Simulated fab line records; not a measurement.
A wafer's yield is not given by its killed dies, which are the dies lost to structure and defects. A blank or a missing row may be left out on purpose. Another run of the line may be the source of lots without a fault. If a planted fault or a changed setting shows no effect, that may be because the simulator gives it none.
fab line records -- flow sky130
record lots=13, wafers=39, lastDay=49
route steps=708 shown FIELD_ISO@24 VT_ADJUST_PCH@152 SONOS_TUNNEL@160 SONOS_ONO@182 PAD_OPEN@708
lots untouched by any fault: they come from a run of this same line in which no faults occurred
startH: the number of hours between the record's first day and the start of the first shown wafer of the lot -- waitH: hours elapsed since this lot's preceding step -- " same as the row above -- L1.1+2: a row that stands for several wafers -- - no value, or no start given -- * or withheld: withheld -- < > ~ a bound
route shown NAME@n: names a module that has steps shown in the file, with the first one's number in the route -- usual: the fault-free wafers' mean and standard deviation -- same: alike in all rows -- chamber/n: place in a boat -- sites: the reading at each site -- _std_site: the standard deviation of these -- _edge_site: the outer-site mean with the inner-site mean subtracted -- radiusMm: how far each site lies from the wafer's centre -- mask NAME#n: copy n -- behind: the tool/chamber that last shaped the wafer -- hold: what put the lot on hold/how long, in hours/how the hold closed -- device: which transistor (n, p or np) failed to switch -- end of line: at the end of the route, the tests of the same wafers -- step lacking rows: just its recipe -- killed: dies lost to structure and defects at the first sort, not the wafer's yield -- map: a wafer's dies, x killed, . not, _ none there
set.NAME: the setting the step ran with; set.NAME@STEP: the setting that earlier step ran with -- model.NAME: the simulator's own value behind a step, which no gauge read
route steps across a sampled set of lots; one table per step, one row per wafer
services: from which hour (startH, from the record's first day; less than 0 if before it) a tool's chamber was out of use, for how many hours, and why
## steps
# step SKY_FIELD_ISO_THK_MEAS_23
# recipe reads=SiO2_of_FIELD_ISO_OXIDATION_22
# usual FIELD_ISO_OXIDATION_01_THK=10.11/0.18
lot.wafer,tool,chamber,startH,waitH,FIELD_ISO_OXIDATION_01_THK[nm]
L380.1,filmMetro-04,-,41.17,0.0,10.08
L380.4,filmMetro-04,-,41.17,0.0,10.24
L380.5,filmMetro-04,-,41.17,0.0,10.07
L381.1,filmMetro-04,-,55.04,0.0,10.08
L381.4,filmMetro-04,-,55.04,0.0,10.08
L381.5,filmMetro-04,-,55.04,0.0,9.87
L382.2,filmMetro-01,-,55.05,0.0,10.02
L382.5,filmMetro-01,-,55.05,0.0,9.84
L382.6,filmMetro-01,-,55.05,0.0,9.77
L383.1,filmMetro-04,-,64.91,0.0,10.20
L383.4,filmMetro-04,-,64.91,0.0,10.20
L383.5,filmMetro-04,-,64.91,0.0,10.16
L384.1,filmMetro-01,-,64.91,0.0,9.87
L384.4,filmMetro-01,-,64.91,0.0,9.80
L384.5,filmMetro-01,-,64.91,0.0,9.94
L385.1,filmMetro-03,-,74.49,0.0,10.22
L385.3,filmMetro-03,-,74.49,0.0,10.32
L385.5,filmMetro-03,-,74.49,0.0,10.06
L388.3,filmMetro-04,-,83.03,0.0,9.98
L388.5,filmMetro-04,-,83.03,0.0,9.77
L388.6,filmMetro-04,-,83.03,0.0,9.81
L390.3,filmMetro-01,-,92.85,0.0,10.34
L390.5,filmMetro-01,-,92.85,0.0,10.14
L390.6,filmMetro-01,-,92.85,0.0,10.22
L391.1,filmMetro-01,-,98.52,0.0,10.24
L391.2,filmMetro-01,-,98.52,0.0,10.25
L391.6,filmMetro-01,-,98.52,0.0,10.10
L394.3,filmMetro-04,-,108.45,0.0,10.39
L394.5,filmMetro-04,-,108.45,0.0,10.53
L394.6,filmMetro-04,-,108.45,0.0,10.21
L395.2,filmMetro-03,-,117.09,0.0,10.00
L395.4,filmMetro-03,-,117.09,0.0,10.12
L395.5,filmMetro-03,-,117.09,0.0,9.99
L397.1,filmMetro-01,-,126.22,0.0,10.37
L397.4,filmMetro-01,-,126.22,0.0,10.28
L397.5,filmMetro-01,-,126.22,0.0,10.27
L398.1,filmMetro-01,-,130.97,0.0,10.30
L398.4,filmMetro-01,-,130.97,0.0,10.00
L398.5,filmMetro-01,-,130.97,0.0,10.03
# step SKY_VT_ADJUST_PCH_STRIP_09
# recipe chemistry=O2/N2, powerW=1400, pressureMtorr=1500, platenTempC=withheld, o2FlowSccm=3000, n2FlowSccm=300, overashFraction=0.5
# usual chamberPressureMTorr=1500.1/1.2, drypumpMotorCurrentA=5.6/0.5, oesProductAu=0.722/0.0041, stripTimeToEndpointS=36.94/0.12
# same overashFraction=0.5
lot.wafer,tool,chamber,startH,waitH,chamberPressureMTorr,drypumpMotorCurrentA,oesProductAu,rfHoursCounterH,stripTimeToEndpointS
L380.1,plasmaAsher-03,1,254.41,0.1,1501.2,5.6,0.723,44,37.01
L380.4,plasmaAsher-03,1,254.41,0.1,1501.9,5.6,0.725,-,37.05
L380.5,plasmaAsher-03,0,254.41,0.1,1502.0,6.1,0.720,-,36.97
L382.2,plasmaAsher-02,0,274.64,0.1,1497.9,4.7,0.719,15,36.76
L382.5,plasmaAsher-02,0,274.64,0.1,1501.0,4.8,0.722,-,36.69
L382.6,plasmaAsher-02,1,274.64,0.1,1500.2,5.9,0.726,-,36.67
L381.1,plasmaAsher-03,1,276.99,0.1,1499.3,5.6,0.721,46,36.93
L381.4,plasmaAsher-03,1,276.99,0.1,1500.5,5.6,0.721,-,36.97
L381.5,plasmaAsher-03,1,276.99,0.1,1498.1,5.6,0.723,-,36.93
L384.1,plasmaAsher-02,0,290.89,0.1,1501.4,4.8,0.715,17,36.87
L384.4,plasmaAsher-02,0,290.89,0.1,1499.8,4.7,0.721,-,36.87
L384.5,plasmaAsher-02,0,290.89,0.1,1499.5,4.7,0.725,-,36.76
L383.1,plasmaAsher-03,1,291.23,0.1,1498.5,5.6,0.725,48,37.07
L383.4,plasmaAsher-03,1,291.23,0.1,1501.0,5.6,0.723,-,37.00
L383.5,plasmaAsher-03,0,291.23,0.1,1501.2,6.2,0.728,-,36.98
L385.1,plasmaAsher-02,1,303.74,0.1,1499.8,5.9,0.720,18,36.83
L385.3,plasmaAsher-02,0,303.74,0.1,1502.5,4.8,0.712,-,36.86
L385.5,plasmaAsher-02,0,303.74,0.1,1499.5,4.8,0.722,-,36.90
L388.3,plasmaAsher-02,1,312.22,0.1,1499.7,5.9,0.721,-,36.81
L388.5,plasmaAsher-02,0,312.22,0.1,1498.5,4.8,0.724,-,36.86
L388.6,plasmaAsher-02,1,312.22,0.1,1500.3,5.9,0.713,-,36.82
L390.3,plasmaAsher-02,1,324.01,0.1,1500.1,5.9,0.719,-,37.12
L390.5,plasmaAsher-02,1,324.01,0.1,1501.5,5.9,0.725,-,36.96
L390.6,plasmaAsher-02,0,324.01,0.1,1499.3,4.7,0.728,-,37.13
L391.1,plasmaAsher-03,0,328.24,0.1,1499.8,6.1,0.715,52,36.98
L391.2,plasmaAsher-03,1,328.24,0.1,1500.3,5.6,0.724,52,36.89
L391.6,plasmaAsher-03,1,328.24,0.1,1500.2,5.6,0.720,-,36.92
L394.3,plasmaAsher-02,1,340.21,0.1,1500.6,5.8,0.724,-,36.70
L394.5,plasmaAsher-02,0,340.21,0.1,1499.4,4.7,0.724,-,36.69
L394.6,plasmaAsher-02,1,340.21,0.1,1497.9,5.9,0.724,-,36.73
L395.2,plasmaAsher-03,1,351.98,0.1,1500.6,5.6,0.721,54,37.04
L395.4,plasmaAsher-03,0,351.98,0.1,1499.1,6.1,0.714,-,37.04
L395.5,plasmaAsher-03,0,351.98,0.1,1496.7,6.1,0.723,-,37.00
L397.1,plasmaAsher-03,1,368.78,0.1,1499.4,5.6,0.711,56,36.90
L397.4,plasmaAsher-03,1,368.78,0.1,1499.7,5.6,0.725,-,36.88
L397.5,plasmaAsher-03,0,368.78,0.1,1498.8,6.2,0.724,-,36.82
L398.1,plasmaAsher-04,1,373.08,0.1,1498.9,6.0,0.728,71,36.86
L398.4,plasmaAsher-04,0,373.08,0.1,1500.9,5.2,0.721,-,36.91
L398.5,plasmaAsher-04,0,373.08,0.1,1501.9,5.2,0.715,-,36.89
# step SKY_SONOS_TUNNEL_DEVELOP_06
# recipe resist=NOVOLAK, developer=TMAH, developTimeS=60, devTempC=23
lot.wafer,tool,chamber,startH,waitH
L380.1+4+5,lithoTrack-01,0,278.30,0.1
L382.2+5+6,lithoTrack-01,0,299.43,0.1
L381.1+4+5,lithoTrack-02,0,301.65,0.1
L384.1+4+5,lithoTrack-01,0,316.25,0.1
L383.1+4+5,lithoTrack-02,0,316.50,0.1
L385.1+3+5,lithoTrack-04,0,330.20,0.1
L388.3+5+6,lithoTrack-02,0,338.30,0.1
L390.3+5+6,lithoTrack-04,0,350.90,0.1
L391.1+2+6,lithoTrack-04,0,355.35,0.1
L394.3+5+6,lithoTrack-02,0,368.05,0.1
L395.2+4+5,lithoTrack-04,0,379.77,0.1
L397.1+4+5,lithoTrack-04,0,396.95,0.1
L398.1+4+5,lithoTrack-02,0,401.70,0.1
# step SKY_SONOS_TUNNEL_CD_MEAS_07
# recipe targetCdNm=410
# usual cdNm=409.6/1.8
lot.wafer,tool,chamber,startH,waitH,hold,cdNm
L380.1,cdSem-01,-,278.45,0.1,-,407.3
L380.4,cdSem-01,-,278.45,0.1,-,407.7
L380.5,cdSem-01,-,278.45,0.1,-,406.5
L382.2,cdSem-02,-,299.57,0.1,-,405.6
L382.5,cdSem-02,-,299.57,0.1,-,406.7
L382.6,cdSem-02,-,299.57,0.1,-,406.5
L381.1,cdSem-02,-,301.80,0.1,-,407.0
L381.4,cdSem-02,-,301.80,0.1,-,409.9
L381.5,cdSem-02,-,301.80,0.1,-,409.3
L384.1,cdSem-01,-,316.40,0.1,-,409.7
L384.4,cdSem-01,-,316.40,0.1,-,410.2
L384.5,cdSem-01,-,316.40,0.1,-,410.0
L383.1,cdSem-02,-,316.65,0.1,-,410.8
L383.4,cdSem-02,-,316.65,0.1,-,410.5
L383.5,cdSem-02,-,316.65,0.1,-,410.7
L385.1,cdSem-01,-,330.37,0.2,-,410.3
L385.3,cdSem-01,-,330.37,0.2,-,408.9
L385.5,cdSem-01,-,330.37,0.2,-,407.7
L388.3,cdSem-01,-,338.44,0.1,-,409.9
L388.5,cdSem-01,-,338.44,0.1,-,409.9
L388.6,cdSem-01,-,338.44,0.1,-,410.5
L390.3,cdSem-01,-,351.04,0.1,-,411.7
L390.5,cdSem-01,-,351.04,0.1,-,409.2
L390.6,cdSem-01,-,351.04,0.1,-,411.3
L391.1,cdSem-01,-,355.50,0.1,-,408.5
L391.2,cdSem-01,-,355.50,0.1,-,405.6
L391.6,cdSem-01,-,355.50,0.1,-,407.6
L394.3,cdSem-02,-,368.19,0.1,-,409.9
L394.5,cdSem-02,-,368.19,0.1,-,408.0
L394.6,cdSem-02,-,368.19,0.1,-,411.3
L395.2,cdSem-02,-,379.92,0.1,awaitDispo/0.2h/release,379.1
L395.4,cdSem-02,-,379.92,0.1,awaitDispo/0.2h/release,379.8
L395.5,cdSem-02,-,379.92,0.1,awaitDispo/0.2h/release,378.5
L395.2,cdSem-02,-,380.20,0.3,-,379.3
L395.4,cdSem-02,-,380.20,0.3,-,379.8
L395.5,cdSem-02,-,380.20,0.3,-,378.7
L397.1,cdSem-02,-,397.10,0.1,awaitDispo/0.2h/release,379.8
L397.4,cdSem-02,-,397.10,0.1,awaitDispo/0.2h/release,379.7
L397.5,cdSem-02,-,397.10,0.1,awaitDispo/0.2h/release,379.0
L397.1,cdSem-02,-,397.38,0.3,-,379.7
L397.4,cdSem-02,-,397.38,0.3,-,379.8
L397.5,cdSem-02,-,397.38,0.3,-,378.8
L398.1,cdSem-02,-,401.85,0.1,-,408.2
L398.4,cdSem-02,-,401.85,0.1,-,406.6
L398.5,cdSem-02,-,401.85,0.1,-,409.4
# step SKY_SONOS_ONO_OVL_MEAS_14
# usual SONOS_ONO_OVL=0.6/1.4
lot.wafer,tool,chamber,startH,waitH,SONOS_ONO_OVL[nm]
L380.1,overlay-01,-,308.21,0.1,0.4
L380.4,overlay-01,-,308.21,0.1,-0.8
L380.5,overlay-01,-,308.21,0.1,-0.1
L382.2,overlay-01,-,332.23,0.1,-2.5
L382.5,overlay-01,-,332.23,0.1,-0.5
L382.6,overlay-01,-,332.23,0.1,-1.0
L381.1,overlay-01,-,333.62,0.1,0.2
L381.4,overlay-01,-,333.62,0.1,1.7
L381.5,overlay-01,-,333.62,0.1,-0.9
L384.1,overlay-01,-,348.62,0.1,-0.9
L384.4,overlay-01,-,348.62,0.1,-0.2
L384.5,overlay-01,-,348.62,0.1,-1.8
L383.1,overlay-02,-,350.17,0.1,2.6
L383.4,overlay-02,-,350.17,0.1,2.7
L383.5,overlay-02,-,350.17,0.1,-1.2
L385.1,overlay-01,-,363.02,0.1,1.7
L385.3,overlay-01,-,363.02,0.1,1.6
L385.5,overlay-01,-,363.02,0.1,2.1
L388.3,overlay-02,-,370.73,0.1,0.1
L388.5,overlay-02,-,370.73,0.1,1.9
L388.6,overlay-02,-,370.73,0.1,-0.7
L390.3,overlay-01,-,384.83,0.1,1.0
L390.5,overlay-01,-,384.83,0.1,1.5
L390.6,overlay-01,-,384.83,0.1,1.8
L391.1,overlay-02,-,391.47,0.1,1.4
L391.2,overlay-02,-,391.47,0.1,2.5
L391.6,overlay-02,-,391.47,0.1,0.5
L394.3,overlay-02,-,405.64,0.1,-1.4
L394.5,overlay-02,-,405.64,0.1,0.4
L394.6,overlay-02,-,405.64,0.1,-0.5
L395.2,overlay-01,-,416.30,0.1,3.7
L395.4,overlay-01,-,416.30,0.1,1.5
L395.5,overlay-01,-,416.30,0.1,2.1
L398.1,overlay-01,-,435.67,0.1,1.7
L398.4,overlay-01,-,435.67,0.1,-1.4
L398.5,overlay-01,-,435.67,0.1,-1.2
L397.1,overlay-01,-,436.21,0.1,1.7
L397.4,overlay-01,-,436.21,0.1,1.6
L397.5,overlay-01,-,436.21,0.1,1.6
# step SKY_PAD_OPEN_PROBE_99
# usual killed_at_M0_to_M3=44/6.9, killed_at_M4_up=3.3/1.7, killedAtContacts=24/5.5, killedAtFrontEnd=16/4.5, killedAtOther=0.2/0.46, killedDies=87/9.1, killedOpen=48/7.3, killedShort=39/6.2
# same grossDies=492, killedAtBackSide=0
lot.wafer,tool,chamber,startH,waitH,killed_at_M0_to_M3,killed_at_M4_up,killedAtContacts,killedAtFrontEnd,killedAtOther,killedDies,killedOpen,killedShort
L397.1,prober-01,-,1180.42,0.1,38,3,28,19,0,88,40,47
# killed by level:class
L397.1 CONTACT:geometricParticle:open=13 METAL1:geometricParticle:short=10 CONTACT:geometricParticle:short=8 VIA3:geometricParticle:open=6 LOCAL_INTERCONNECT:geometricParticle:short=5 FIELD_ISO:geometricParticle:open=4 POLY_GATE:geometricParticle:short=4 VIA3:geometricParticle:short=4
## services
tool,chamber,startH,hours,kind
plasmaAsher-02,-,240.68,0.9,repair
plasmaAsher-03,-,270.39,0.4,repair
plasmaAsher-04,-,283.36,8.3,repair
plasmaAsher-02,-,357.72,8.3,repair
## key
firstSign step=SKY_SONOS_TUNNEL_CD_MEAS_07, reading=visit, direction=added
effect step=SKY_SONOS_TUNNEL_CD_MEAS_07, reading=cdNm, direction=down, sigmas=17, usual=409.6, struck=379.3
metAt SKY_SONOS_TUNNEL_DEVELOP_06
struckLots L395,L397
testerLeftOut L395,L397
notActingAt SKY_FIELD_ISO_THK_MEAS_23,SKY_VT_ADJUST_PCH_STRIP_09,SKY_SONOS_ONO_OVL_MEAS_14
onsetBetween 355.35 379.77
fault kind=processParameterDrift, tool=lithoTrack-04, chamber=-, onsetH=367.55, steps=SKY_SONOS_TUNNEL_DEVELOP_06, channel=developTimeS, offset=*, shape=step, endH=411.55, actsIn=*, stated=*
# testerLeftOut: of these lots the tester's yield and bins aren't shown, on N5 and GAA mostly nor the transistor test; their killed dies are dies lost to structure and defects alone, not to doping, threshold or leakage, so they don't give the yield
